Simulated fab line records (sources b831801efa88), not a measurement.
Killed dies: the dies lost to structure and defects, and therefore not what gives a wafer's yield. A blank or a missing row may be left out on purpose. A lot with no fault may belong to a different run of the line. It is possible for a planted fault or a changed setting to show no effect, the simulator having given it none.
fab line records	flow gf180mcu
[record] lots = 24	wafers = 72	last-day = 34
route steps=602 shown V4@497 MIM@509 M5@533 V5@555
lots that met no fault: from a run of the same line without faults
start-h: the number of hours between the record's first day and the start of the first shown wafer of the lot	wait-h: how many hours have passed since the lot's step before this one	" as in the row above	L1.1+2: one row covering several wafers at once	- no value, or no start was given	* or withheld: withheld	< > ~ a bound
route shown NAME@n: names a module that has steps shown in the file, with the first one's number in the route	usual: average and standard deviation across the fault-free wafers	same: alike in all rows	chamber/n: place in a boat	sites: the reading at each site	_std_site: standard deviation across them	_edge_site: mean of outer sites minus mean of inner sites	radius-mm: how far each site lies from the wafer's centre	mask NAME#n: copy n	behind: the last tool/chamber to shape the wafer	hold: what put the lot on hold/how long, in hours/how the hold closed	device: names the non-switching transistor (n, p or np)	end of line: the route-end tests of the same wafers	step lacking rows: just its recipe	killed: the dies lost at the first sort to structure and to defects; this is not the yield of the wafer	map: a wafer's dies, x killed, . not, _ none there
set.NAME: the setting the step ran with; set.NAME@STEP: the setting that earlier step ran with	model.NAME: the simulator's own value behind a step, which no gauge read
one table for each step of the route and one row for each wafer, over a sample of lots
services: the hour from which a tool's chamber was out of use, counted from the record's first day as start-h (under 0 if before that day), plus the number of hours and why
[[steps]]
[step GF_V4_SPUTTER_21]
[recipe] material = Ti	target-thk-nm = 15	chamber-pressure-pa = 5	power-w = 2500	substrate-temp-c = 200	time-s = 80.02
[usual] throttle-valve-pct = 30.4/0.78
lot.wafer	tool	chamber	start-h	wait-h	throttle-valve-pct
L074.3	pvd-sputter-01	-	577.66	0.0	29.4
L074.4	"	-	"	"	29.4
L074.6	"	-	"	"	29.5
L075.1	pvd-sputter-04	-	578.31	0.0	31.0
L075.2	"	-	"	"	31.3
L075.5	"	-	"	"	31.4
L076.2	pvd-sputter-04	-	589.69	0.0	31.4
L076.5	"	-	"	"	31.4
L076.6	"	-	"	"	30.6
L077.2	pvd-sputter-04	-	595.14	0.0	30.6
L077.3	"	-	"	"	30.9
L077.5	"	-	"	"	30.6
L078.1	pvd-sputter-04	-	599.46	0.0	31.6
L078.4	"	-	"	"	31.7
L078.6	"	-	"	"	30.9
L079.3	pvd-sputter-01	-	602.09	0.0	30.2
L079.4	"	-	"	"	29.5
L079.5	"	-	"	"	29.6
L080.1	pvd-sputter-01	-	615.20	0.0	29.3
L080.5	"	-	"	"	29.3
L080.6	"	-	"	"	30.6
L081.2	pvd-sputter-04	-	620.44	0.0	31.1
L081.3	"	-	"	"	31.0
L081.4	"	-	"	"	31.4
L082.3	pvd-sputter-04	-	631.11	0.0	31.0
L082.4	"	-	"	"	30.7
L082.5	"	-	"	"	30.9
L083.1	pvd-sputter-01	-	647.79	0.0	30.2
L083.2	"	-	"	"	29.5
L083.3	"	-	"	"	29.5
L084.2	pvd-sputter-04	-	650.87	0.0	31.0
L084.3	"	-	"	"	31.7
L084.4	"	-	"	"	31.3
L085.1	pvd-sputter-04	-	653.94	0.0	30.8
L085.4	"	-	"	"	31.4
L085.6	"	-	"	"	30.7
L086.1	pvd-sputter-01	-	661.82	0.0	29.5
L086.3	"	-	"	"	29.3
L086.6	"	-	"	"	29.5
L087.1	pvd-sputter-01	-	671.62	0.0	29.6
L087.5	"	-	"	"	29.4
L087.6	"	-	"	"	29.8
L088.3	pvd-sputter-01	-	677.34	0.0	29.4
L088.4	"	-	"	"	29.6
L088.5	"	-	"	"	29.4
L089.2	pvd-sputter-02	-	679.38	0.0	30.4
L089.4	"	-	"	"	31.0
L089.5	"	-	"	"	31.0
L090.1	pvd-sputter-02	-	685.26	0.0	31.1
L090.2	"	-	"	"	31.2
L090.4	"	-	"	"	29.5
L091.1	pvd-sputter-01	-	694.45	0.0	29.5
L091.2	"	-	"	"	29.5
L091.3	"	-	"	"	29.6
L092.1	pvd-sputter-01	-	698.01	0.0	29.4
L092.2	"	-	"	"	30.1
L092.5	"	-	"	"	29.4
L093.2	pvd-sputter-02	-	710.72	0.0	30.2
L093.3	"	-	"	"	29.5
L093.5	"	-	"	"	30.2
L094.1	pvd-sputter-04	-	713.53	0.0	31.6
L094.2	"	-	"	"	30.9
L094.4	"	-	"	"	31.2
L095.1	pvd-sputter-02	-	720.83	0.0	29.6
L095.2	"	-	"	"	31.3
L095.4	"	-	"	"	31.0
L096.2	pvd-sputter-04	-	726.50	0.0	30.9
L096.3	"	-	"	"	31.2
L096.6	"	-	"	"	31.4
L097.1	pvd-sputter-04	-	729.96	0.0	30.9
L097.2	"	-	"	"	31.3
L097.5	"	-	"	"	30.8
[step GF_V4_CMP_26]
[recipe] stop-on = SiO2	down-force-psi = 3.5	platen-rpm = 60	t-overpolish-s = 15	target-thk-nm = 0	pad-velocity-m-s = 0.94248
[usual] motor-current-A = 10.6/0.62	overpolish-run-s = 15.000/0.009	time-to-endpoint-s = 84.9/2.6
[same] t-overpolish-s = 15
lot.wafer	tool	chamber	start-h	wait-h	motor-current-A	overpolish-run-s	time-to-endpoint-s
L074.4	cmp-01	3	578.10	0.1	10.2	15.014	87.2
L074.3	"	1	"	"	10.8	15.000	86.4
L074.6	"	3	"	"	9.7	14.972	83.6
L075.2	cmp-01	0	578.70	0.0	10.1	14.992	84.8
L075.1	"	2	"	"	10.9	14.984	87.4
L075.5	"	0	"	"	10.0	14.999	86.7
L076.2	cmp-02	1	590.19	0.1	10.5	14.999	85.1
L076.5	"	0	"	"	11.3	14.994	84.1
L076.6	"	1	"	"	10.8	14.984	85.7
L077.3	cmp-02	0	595.62	0.1	11.2	14.999	85.4
L077.2	"	3	"	"	11.7	15.005	83.8
L077.5	"	1	"	"	10.5	15.007	87.3
L078.1	cmp-02	1	599.90	0.1	10.2	15.000	87.4
L078.4	"	3	"	"	11.3	15.005	83.4
L078.6	"	0	"	"	12.2	14.987	85.6
L079.3	cmp-01	0	602.59	0.0	10.3	14.998	86.4
L079.4	"	2	"	"	10.0	15.013	89.2
L079.5	"	1	"	"	10.7	15.005	89.4
L080.1	cmp-02	2	615.59	0.1	10.9	14.997	82.3
L080.5	"	2	"	"	11.3	14.990	82.2
L080.6	"	3	"	"	11.4	15.010	82.7
L081.4	cmp-01	0	620.97	0.1	10.2	14.994	88.0
L081.2	"	1	"	"	10.5	14.997	85.6
L081.3	"	2	"	"	10.1	15.003	84.4
L082.3	cmp-02	3	631.50	0.0	10.9	15.007	88.1
L082.4	"	2	"	"	9.9	14.997	82.2
L082.5	"	0	"	"	10.7	15.002	87.6
L083.2	cmp-02	2	648.24	0.1	10.4	14.998	84.6
L083.3	"	3	"	"	11.5	14.990	84.2
L083.1	"	0	"	"	11.3	15.003	85.9
L084.3	cmp-02	1	651.26	0.0	10.7	15.002	83.3
L084.2	"	2	"	"	9.9	15.015	80.8
L084.4	"	3	"	"	11.3	14.999	86.9
L085.4	cmp-02	1	654.34	0.0	10.8	14.995	83.2
L085.1	"	0	"	"	11.5	15.003	86.2
L085.6	"	1	"	"	10.5	15.009	86.0
L086.1	cmp-02	0	662.26	0.1	11.6	14.993	85.9
L086.3	"	1	"	"	10.6	14.987	82.8
L086.6	"	0	"	"	10.7	15.008	80.7
L087.1	cmp-01	1	672.12	0.1	11.1	15.009	82.8
L087.5	"	3	"	"	9.8	14.994	83.0
L087.6	"	0	"	"	9.6	15.002	84.7
L088.3	cmp-02	2	677.78	0.1	10.4	15.005	83.1
L088.4	"	3	"	"	11.2	15.004	83.2
L088.5	"	2	"	"	10.3	15.005	81.2
L089.4	cmp-02	3	679.77	0.0	11.0	15.004	85.4
L089.2	"	1	"	"	10.4	15.007	81.1
L089.5	"	3	"	"	10.8	15.009	83.3
L090.1	cmp-01	2	685.65	0.1	9.6	14.989	85.8
L090.2	"	0	"	"	10.1	15.011	84.1
L090.4	"	1	"	"	10.8	14.987	89.0
L091.2	cmp-02	3	694.85	0.0	11.3	15.002	80.5
L091.1	"	0	"	"	12.1	15.005	83.5
L091.3	"	2	"	"	10.2	14.982	83.6
L092.2	cmp-01	3	698.40	0.0	9.9	14.979	90.2
L092.1	"	2	"	"	10.1	15.010	85.4
L092.5	"	0	"	"	9.8	15.008	84.4
L093.2	cmp-01	0	711.16	0.1	9.9	15.000	81.1
L093.3	"	1	"	"	10.5	14.995	82.0
L093.5	"	0	"	"	10.1	14.994	84.3
L094.2	cmp-01	0	713.92	0.0	10.4	14.983	80.0
L094.1	"	1	"	"	11.8	14.987	88.0
L094.4	"	2	"	"	9.5	15.005	85.7
L095.2	cmp-02	3	721.28	0.0	11.0	14.995	90.4
L095.1	"	0	"	"	11.7	15.000	91.1
L095.4	"	2	"	"	10.0	15.008	81.2
L096.3	cmp-01	1	726.89	0.0	11.3	15.003	83.4
L096.2	"	2	"	"	10.3	15.003	84.0
L096.6	"	1	"	"	10.6	15.006	84.6
L097.1	cmp-02	2	730.35	0.1	9.6	15.005	83.3
L097.2	"	3	"	"	10.9	14.996	88.1
L097.5	"	2	"	"	10.4	15.008	84.5
[step GF_MIM_THK_MEAS_06]
[recipe] reads = Si3N4_of_MIM_CVD_05
[usual] MIM_CVD_05_THK = 42.0/0.46
lot.wafer	tool	chamber	start-h	wait-h	MIM_CVD_05_THK[nm]
L074.3	film-metro-04	-	578.62	0.0	41.8
L074.4	"	-	"	"	41.8
L074.6	"	-	"	"	42.2
L075.1	film-metro-02	-	579.25	0.0	41.5
L075.2	"	-	"	"	41.7
L075.5	"	-	"	"	42.6
L076.2	film-metro-04	-	590.71	0.0	41.1
L076.5	"	-	"	"	42.1
L076.6	"	-	"	"	42.1
L077.2	film-metro-04	-	596.18	0.0	41.3
L077.3	"	-	"	"	42.0
L077.5	"	-	"	"	41.8
L078.1	film-metro-03	-	600.40	0.0	41.4
L078.4	"	-	"	"	42.5
L078.6	"	-	"	"	42.0
L079.3	film-metro-04	-	603.16	0.0	41.3
L079.4	"	-	"	"	42.0
L079.5	"	-	"	"	42.0
L080.1	film-metro-04	-	616.14	0.0	41.7
L080.5	"	-	"	"	42.8
L080.6	"	-	"	"	42.9
L081.2	film-metro-03	-	621.50	0.0	42.2
L081.3	"	-	"	"	42.1
L081.4	"	-	"	"	43.2
L082.3	film-metro-04	-	632.07	0.0	41.9
L082.4	"	-	"	"	42.5
L082.5	"	-	"	"	42.0
L083.1	film-metro-03	-	648.74	0.0	41.9
L083.2	"	-	"	"	42.0
L083.3	"	-	"	"	41.5
L084.2	film-metro-03	-	651.82	0.0	41.4
L084.3	"	-	"	"	41.6
L084.4	"	-	"	"	41.7
L085.1	film-metro-03	-	654.89	0.0	41.2
L085.4	"	-	"	"	42.4
L085.6	"	-	"	"	42.1
L086.1	film-metro-04	-	662.76	0.0	42.4
L086.3	"	-	"	"	41.9
L086.6	"	-	"	"	42.2
L087.1	film-metro-02	-	672.57	0.0	41.9
L087.5	"	-	"	"	42.5
L087.6	"	-	"	"	42.0
L088.3	film-metro-03	-	678.30	0.0	41.2
L088.4	"	-	"	"	42.5
L088.5	"	-	"	"	42.0
L089.2	film-metro-04	-	680.34	0.0	41.5
L089.4	"	-	"	"	42.6
L089.5	"	-	"	"	42.5
L090.1	film-metro-03	-	686.20	0.0	41.5
L090.2	"	-	"	"	41.5
L090.4	"	-	"	"	42.3
L091.1	film-metro-03	-	695.40	0.0	41.9
L091.2	"	-	"	"	41.5
L091.3	"	-	"	"	41.8
L092.1	film-metro-03	-	698.95	0.0	41.8
L092.2	"	-	"	"	42.1
L092.5	"	-	"	"	42.5
L093.2	film-metro-03	-	711.67	0.0	42.2
L093.3	"	-	"	"	42.0
L093.5	"	-	"	"	43.0
L094.1	film-metro-02	-	714.47	0.0	42.2
L094.2	"	-	"	"	41.4
L094.4	"	-	"	"	42.3
L095.1	film-metro-03	-	721.84	0.0	41.6
L095.2	"	-	"	"	41.2
L095.4	"	-	"	"	41.7
L096.2	film-metro-02	-	727.46	0.0	42.0
L096.3	"	-	"	"	41.5
L096.6	"	-	"	"	42.1
L097.1	film-metro-02	-	730.90	0.0	41.9
L097.2	"	-	"	"	41.2
L097.5	"	-	"	"	42.2
[step GF_M5_CD_MEAS_07]
[recipe] target-cd-nm = 280
[usual] cd-nm = 279.6/1.2
lot.wafer	tool	chamber	start-h	wait-h	cd-nm
L074.3	cd-sem-02	-	620.58	0.1	281.1
L074.4	"	-	"	"	279.7
L074.6	"	-	"	"	280.6
L075.1	cd-sem-02	-	621.49	0.1	278.4
L075.2	"	-	"	"	279.3
L075.5	"	-	"	"	278.8
L076.2	cd-sem-01	-	632.44	0.1	277.8
L076.5	"	-	"	"	277.3
L076.6	"	-	"	"	277.1
L077.2	cd-sem-02	-	637.19	0.1	278.2
L077.3	"	-	"	"	278.6
L077.5	"	-	"	"	278.2
L078.1	cd-sem-01	-	641.36	0.1	282.0
L078.4	"	-	"	"	281.2
L078.6	"	-	"	"	282.3
L079.3	cd-sem-01	-	644.48	0.1	280.8
L079.4	"	-	"	"	280.1
L079.5	"	-	"	"	280.6
L080.1	cd-sem-01	-	656.81	0.1	280.5
L080.5	"	-	"	"	279.7
L080.6	"	-	"	"	280.6
L081.2	cd-sem-01	-	662.54	0.1	280.5
L081.3	"	-	"	"	280.4
L081.4	"	-	"	"	281.7
L082.3	cd-sem-02	-	673.31	0.1	277.1
L082.4	"	-	"	"	278.9
L082.5	"	-	"	"	276.9
L083.1	cd-sem-01	-	688.09	0.1	280.4
L083.2	"	-	"	"	279.3
L083.3	"	-	"	"	279.5
L084.2	cd-sem-02	-	691.76	0.1	279.5
L084.3	"	-	"	"	279.4
L084.4	"	-	"	"	278.4
L085.1	cd-sem-01	-	694.81	0.1	279.6
L085.4	"	-	"	"	279.1
L085.6	"	-	"	"	278.3
L086.1	cd-sem-01	-	701.44	0.1	279.7
L086.3	"	-	"	"	281.6
L086.6	"	-	"	"	280.8
L087.1	cd-sem-02	-	711.52	0.1	280.3
L087.5	"	-	"	"	280.2
L087.6	"	-	"	"	278.9
L088.3	cd-sem-02	-	715.78	0.1	279.5
L088.4	"	-	"	"	278.4
L088.5	"	-	"	"	277.8
L089.2	cd-sem-01	-	717.86	0.1	279.8
L089.4	"	-	"	"	278.7
L089.5	"	-	"	"	278.8
L090.1	cd-sem-01	-	724.11	0.1	279.0
L090.2	"	-	"	"	279.8
L090.4	"	-	"	"	279.3
L091.1	cd-sem-02	-	732.44	0.1	279.5
L091.2	"	-	"	"	279.1
L091.3	"	-	"	"	278.4
L092.1	cd-sem-02	-	735.72	0.1	279.1
L092.2	"	-	"	"	280.4
L092.5	"	-	"	"	279.6
L093.2	cd-sem-01	-	746.88	0.1	278.1
L093.3	"	-	"	"	278.6
L093.5	"	-	"	"	278.8
L094.1	cd-sem-01	-	750.17	0.1	279.5
L094.2	"	-	"	"	280.4
L094.4	"	-	"	"	280.6
L095.1	cd-sem-01	-	757.09	0.1	278.1
L095.2	"	-	"	"	278.2
L095.4	"	-	"	"	279.3
L096.2	cd-sem-02	-	761.99	0.1	279.9
L096.3	"	-	"	"	280.2
L096.6	"	-	"	"	280.8
L097.1	cd-sem-02	-	765.54	0.1	281.8
L097.2	"	-	"	"	282.2
L097.5	"	-	"	"	280.5
[step GF_M5_STRIP_11]
[recipe] chemistry = O2/N2	power-w = 1400	pressure-mtorr = 1500	platen-temp-c = 250	o2-flow-sccm = 3000	n2-flow-sccm = 300	overash-fraction = 0.5
[usual] drypump-motor-current-A = 5.6/0.59	heater-power-w = 345/23	oes-product-au = 0.522/0.0045	strip-time-to-endpoint-s = 7.01/0.054
lot.wafer	tool	chamber	start-h	wait-h	drypump-motor-current-A	heater-power-w	oes-product-au	rf-hours-counter-h	strip-time-to-endpoint-s
L074.3	plasma-asher-02	0	620.88	0.1	5.1	357	0.527	-	7.04
L074.4	"	1	"	"	4.6	342	0.519	-	7.13
L074.6	"	1	"	"	4.6	349	0.527	-	7.16
L075.1	plasma-asher-01	0	621.84	0.1	6.1	337	0.526	80	7.02
L075.2	"	1	"	"	5.1	382	0.523	80	7.01
L075.5	"	1	"	"	5.1	387	0.520	-	6.98
L076.2	plasma-asher-04	1	632.73	0.1	6.5	331	0.517	19	7.06
L076.5	"	0	"	"	5.5	319	0.525	-	6.96
L076.6	"	1	"	"	6.4	333	0.528	-	7.00
L077.2	plasma-asher-01	1	637.48	0.1	5.1	373	0.521	82	7.01
L077.3	"	1	"	"	5.1	381	0.518	-	6.91
L077.5	"	1	"	"	5.1	388	0.531	-	7.01
L078.1	plasma-asher-01	1	641.67	0.1	5.1	392	0.518	82	7.06
L078.4	"	0	"	"	6.1	324	0.528	-	7.08
L078.6	"	1	"	"	5.1	375	0.527	-	6.98
L079.3	plasma-asher-04	0	644.78	0.1	5.5	322	0.532	-	7.10
L079.4	"	1	"	"	6.4	339	0.528	-	7.07
L079.5	"	0	"	"	5.5	317	0.520	-	7.11
L080.1	plasma-asher-04	0	657.12	0.1	5.5	321	0.522	22	7.13
L080.5	"	0	"	"	5.5	318	0.533	-	7.10
L080.6	"	1	"	"	6.5	339	0.519	-	6.98
L081.2	plasma-asher-01	1	662.83	0.1	5.1	387	0.523	84	6.95
L081.3	"	0	"	"	6.1	331	0.518	-	6.93
L081.4	"	1	"	"	5.1	387	0.523	-	6.96
L082.3	plasma-asher-01	1	673.61	0.1	5.1	390	0.511	-	6.98
L082.4	"	0	"	"	6.1	344	0.525	-	7.13
L082.5	"	1	"	"	5.1	382	0.511	-	7.02
L083.1	plasma-asher-01	0	688.40	0.1	6.1	336	0.525	87	6.95
L083.2	"	1	"	"	5.1	388	0.521	87	6.97
L083.3	"	1	"	"	5.1	393	0.518	-	6.94
L084.2	plasma-asher-02	0	692.05	0.1	5.1	358	0.523	106	6.95
L084.3	"	1	"	"	4.6	347	0.519	-	7.04
L084.4	"	0	"	"	5.1	352	0.520	-	6.95
L085.1	plasma-asher-04	1	695.11	0.1	6.5	335	0.521	26	6.96
L085.4	"	1	"	"	6.4	336	0.526	-	6.94
L085.6	"	1	"	"	6.4	331	0.513	-	6.90
L086.1	plasma-asher-04	1	701.75	0.1	6.5	330	0.522	27	7.03
L086.3	"	0	"	"	5.5	318	0.524	-	7.06
L086.6	"	1	"	"	6.4	337	0.521	-	7.02
L087.1	plasma-asher-04	0	711.83	0.1	5.5	314	0.526	28	7.03
L087.5	"	0	"	"	5.5	318	0.523	-	7.00
L087.6	"	1	"	"	6.5	332	0.525	-	6.99
L088.3	plasma-asher-04	0	716.21	0.2	5.5	330	0.523	-	6.95
L088.4	"	1	"	"	6.4	335	0.525	-	6.96
L088.5	"	0	"	"	5.5	319	0.519	-	7.00
L089.2	plasma-asher-01	0	718.15	0.1	6.1	334	0.523	88	7.03
L089.4	"	0	"	"	6.1	335	0.522	-	6.99
L089.5	"	1	"	"	5.1	376	0.521	-	6.94
L090.1	plasma-asher-02	1	724.41	0.1	4.7	348	0.524	110	7.13
L090.2	"	0	"	"	5.1	353	0.516	110	6.98
L090.4	"	1	"	"	4.7	349	0.525	-	7.14
L091.1	plasma-asher-04	1	732.88	0.2	6.4	338	0.525	31	6.98
L091.2	"	0	"	"	5.5	328	0.520	31	6.97
L091.3	"	0	"	"	5.5	319	0.523	-	6.95
L092.1	plasma-asher-04	1	736.02	0.1	6.4	343	0.522	32	7.03
L092.2	"	0	"	"	5.5	325	0.520	32	7.04
L092.5	"	1	"	"	6.5	343	0.530	-	7.02
L093.2	plasma-asher-04	1	747.16	0.1	6.5	331	0.521	33	7.01
L093.3	"	1	"	"	6.4	345	0.525	-	7.06
L093.5	"	1	"	"	6.4	331	0.520	-	7.01
L094.1	plasma-asher-01	1	750.47	0.1	5.1	380	0.521	90	7.03
L094.2	"	0	"	"	6.1	339	0.524	90	6.98
L094.4	"	0	"	"	6.1	329	0.520	-	7.00
L095.1	plasma-asher-02	0	757.40	0.1	5.1	349	0.522	1	6.99
L095.2	"	1	"	"	4.6	342	0.522	1	6.97
L095.4	"	1	"	"	4.7	336	0.522	-	7.00
L096.2	plasma-asher-01	1	762.27	0.1	5.1	398	0.524	91	6.98
L096.3	"	0	"	"	6.1	336	0.520	-	7.07
L096.6	"	1	"	"	5.1	377	0.519	-	7.00
L097.1	plasma-asher-01	0	765.85	0.1	6.1	333	0.514	92	6.94
L097.2	"	1	"	"	5.1	381	0.516	92	6.95
L097.5	"	1	"	"	5.1	375	0.516	-	6.97
[step GF_V5_OVL_MEAS_15]
[usual] V5_OVL = -3/6.2
lot.wafer	tool	chamber	start-h	wait-h	V5_OVL[nm]
L074.3	overlay-02	-	642.52	0.1	2
L074.4	"	-	"	"	-13
L074.6	"	-	"	"	-11
L075.1	overlay-01	-	643.39	0.1	-7
L075.2	"	-	"	"	-1
L075.5	"	-	"	"	-18
L076.2	overlay-02	-	654.28	0.1	-6
L076.5	"	-	"	"	1
L076.6	"	-	"	"	-10
L077.2	overlay-02	-	659.16	0.1	-8
L077.3	"	-	"	"	-3
L077.5	"	-	"	"	-6
L078.1	overlay-02	-	663.44	0.1	1
L078.4	"	-	"	"	4
L078.6	"	-	"	"	-11
L079.3	overlay-02	-	666.26	0.1	-11
L079.4	"	-	"	"	6
L079.5	"	-	"	"	-1
L080.1	overlay-02	-	677.91	0.1	5
L080.5	"	-	"	"	7
L080.6	"	-	"	"	7
L081.2	overlay-02	-	684.10	0.1	1
L081.3	"	-	"	"	0
L081.4	"	-	"	"	7
L082.3	overlay-02	-	694.29	0.1	0
L082.4	"	-	"	"	3
L082.5	"	-	"	"	-5
L083.1	overlay-01	-	707.83	0.1	1
L083.2	"	-	"	"	4
L083.3	"	-	"	"	5
L084.2	overlay-02	-	711.76	0.1	-8
L084.3	"	-	"	"	4
L084.4	"	-	"	"	7
L085.1	overlay-01	-	715.21	0.1	-5
L085.4	"	-	"	"	-13
L085.6	"	-	"	"	-9
L086.1	overlay-02	-	721.43	0.1	1
L086.3	"	-	"	"	-9
L086.6	"	-	"	"	-2
L087.1	overlay-02	-	731.31	0.1	2
L087.5	"	-	"	"	6
L087.6	"	-	"	"	-3
L088.3	overlay-01	-	734.84	0.1	5
L088.4	"	-	"	"	-3
L088.5	"	-	"	"	6
L089.2	overlay-01	-	736.83	0.1	-9
L089.4	"	-	"	"	-7
L089.5	"	-	"	"	-2
L090.1	overlay-01	-	743.22	0.1	-14
L090.2	"	-	"	"	-3
L090.4	"	-	"	"	3
L091.1	overlay-01	-	751.33	0.1	-1
L091.2	"	-	"	"	-13
L091.3	"	-	"	"	-1
L092.1	overlay-01	-	754.53	0.1	-11
L092.2	"	-	"	"	-1
L092.5	"	-	"	"	-6
L093.2	overlay-01	-	764.85	0.1	-7
L093.3	"	-	"	"	-1
L093.5	"	-	"	"	2
L094.1	overlay-01	-	767.81	0.1	-18
L094.2	"	-	"	"	-5
L094.4	"	-	"	"	-6
L095.1	overlay-01	-	774.63	0.1	-5
L095.2	"	-	"	"	-4
L095.4	"	-	"	"	-6
L096.2	overlay-01	-	779.78	0.1	-9
L096.3	"	-	"	"	-5
L096.6	"	-	"	"	-7
L097.1	overlay-01	-	782.38	0.1	-10
L097.2	"	-	"	"	-5
L097.5	"	-	"	"	-10
[[services]]
tool	chamber	start-h	hours	kind
cmp-01	-	561.02	1.3	repair
cmp-02	-	572.12	4.0	pm
cmp-02	-	576.12	-	consumable-replace:conditioner
cmp-02	-	576.12	-	consumable-replace:pad
cmp-02	-	577.18	4.2	pm
pvd-sputter-02	-	586.00	38.3	repair
cmp-01	-	590.72	5.5	repair
plasma-asher-04	-	594.01	8.7	repair
plasma-asher-04	-	612.44	2.8	pm
cmp-02	-	623.25	0.5	repair
plasma-asher-01	-	642.30	1.0	repair
pvd-sputter-02	-	643.78	4.5	repair
cmp-02	-	650.28	0.6	repair
cmp-01	-	668.33	0.9	repair
pvd-sputter-04	-	675.67	5.4	repair
cmp-01	-	688.52	0.2	repair
plasma-asher-01	-	689.89	22.6	pm
pvd-sputter-04	-	690.43	2.2	repair
pvd-sputter-04	3	710.87	-	consumable-replace:kit
plasma-asher-02	-	717.61	0.7	repair
plasma-asher-01	-	723.17	14.7	repair
plasma-asher-02	-	733.75	9.0	pm
cmp-02	-	734.57	2.4	repair
cmp-01	-	754.06	4.0	pm
[[key]]
fault none
